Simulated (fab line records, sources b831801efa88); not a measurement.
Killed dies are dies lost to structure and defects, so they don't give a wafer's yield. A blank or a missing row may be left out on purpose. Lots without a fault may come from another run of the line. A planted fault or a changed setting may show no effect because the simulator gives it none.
Which tool did it? | flow gf180mcu | 11 lots, 33 wafers sampled, at 4 steps of a route of 602

WHAT THE GAUGES READ, wafer by wafer
GF_DUAL_GATE_THK_MEAS_03.
lot  | measured     | on            | DUAL_GATE_OXIDATION_00_THK (nm)
L539 | day 7 16:35  | film_metro-01 | 11.22 11.42 11.39
L540 | day 8 00:31  | film_metro-01 | 10.48 10.39 10.53
L542 | day 8 11:49  | film_metro-01 | 10.59 10.62 10.68
L544 | day 9 01:47  | film_metro-01 | 10.69 10.79 11.01
L548 | day 10 18:20 | film_metro-03 | 11.00 10.99 10.99
L549 | day 10 18:20 | film_metro-01 | 10.79 10.72 10.79
L550 | day 11 02:56 | film_metro-01 | 11.11 11.00 11.03
L553 | day 11 16:40 | film_metro-03 | 12.21 12.00 12.41
L554 | day 11 18:12 | film_metro-02 | 12.40 12.52 12.45
L555 | day 12 01:58 | film_metro-03 | 12.06 12.15 12.10
L556 | day 12 08:59 | film_metro-02 | 10.76 10.79 10.76

WHICH TOOL RAN EACH LOT (tool, then ch and the chambers of the sampled wafers, then the start)
lot  | GF_VT_IMPLANT_STRIP_20               | GF_VT_IMPLANT_STRIP_31               | GF_DUAL_GATE_OXIDATION_02
L539 | plasma_asher-04 ch 0,1, day 6 07:32  | plasma_asher-01 ch 0,1, day 6 23:11  | furnace-01 ch 0, day 7 15:08
L540 | plasma_asher-01 ch 0,1, day 6 14:17  | plasma_asher-02 ch 0,1, day 7 05:41  | furnace-02 ch 0, day 7 23:05
L542 | plasma_asher-04 ch 0,1, day 7 01:13  | plasma_asher-01 ch 0,1, day 7 16:38  | furnace-02 ch 0, day 8 10:22
L544 | plasma_asher-04 ch 0,1, day 7 13:18  | plasma_asher-01 ch 0,1, day 8 05:18  | furnace-01 ch 0, day 9 00:19
L548 | plasma_asher-01 ch 0,1, day 8 23:02  | plasma_asher-01 ch 0,1, day 9 16:23  | furnace-02 ch 0, day 10 16:53
L549 | plasma_asher-04 ch 0,1, day 9 02:29  | plasma_asher-01 ch 0,1, day 9 18:46  | furnace-02 ch 0, day 10 16:53
L550 | plasma_asher-01 ch 0,1, day 9 09:10  | plasma_asher-01 ch 0,1, day 10 03:34 | furnace-02 ch 0, day 11 01:28
L553 | plasma_asher-04 ch 0,1, day 10 03:52 | plasma_asher-02 ch 0,1, day 10 20:40 | furnace-02 ch 0, day 11 15:12
L554 | plasma_asher-01 ch 0,1, day 10 05:05 | plasma_asher-01 ch 0,1, day 10 22:11 | furnace-02 ch 0, day 11 16:45
L555 | plasma_asher-04 ch 0,1, day 10 12:06 | plasma_asher-02 ch 0,1, day 11 05:10 | furnace-02 ch 0, day 12 00:30
L556 | plasma_asher-01 ch 0,1, day 10 18:10 | plasma_asher-01 ch 0,1, day 11 11:40 | furnace-01 ch 0, day 12 07:31
- GF_VT_IMPLANT_STRIP_20: strips in O2/N2.
- GF_VT_IMPLANT_STRIP_31: strips in O2/N2.
- GF_DUAL_GATE_OXIDATION_02: stabilise 600 s, purge 300 s, target thk 10.887 nm.

THE ANSWER, worked out from the rows above alone
Rule: what is usual is taken from the lots themselves. Put in order of their means at a reading, lots are off if they are a third of the lots or fewer, leave a main group of 4 or more, and stand apart from it by a gap of 3 or more times the standard deviation of the main group's means; of several such gaps the widest counts. A main group whose means are all the same, to the digits that the tables above print for the reading, isn't used. A lot without any number at a reading at which 4 lots or more have one is off too. The other lots that the step has rows for count as sound.
Off: L553, L554, L555, at GF_DUAL_GATE_THK_MEAS_03 (DUAL_GATE_OXIDATION_00_THK). The main group: mean 10.86 nm, standard deviation 0.25.
A tool fits if, at a process step before that reading, it ran every lot that is off, and no sound lot after the first of them. The gauges at GF_DUAL_GATE_THK_MEAS_03 are tried like those tools. One fits: furnace-02 at GF_DUAL_GATE_OXIDATION_02. Its last sound lot is L550 (day 11 01:28), its first lot that is off L553 (day 11 15:12): a fault that began between those two fits.

WHAT THE SIMULATOR HAD PUT IN
Process parameter drift: furnace-02, from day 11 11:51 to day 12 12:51, at GF_DUAL_GATE_OXIDATION_02. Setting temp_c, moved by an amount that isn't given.
Lots struck among those shown: L553, L554, L555. The rule above found the same.
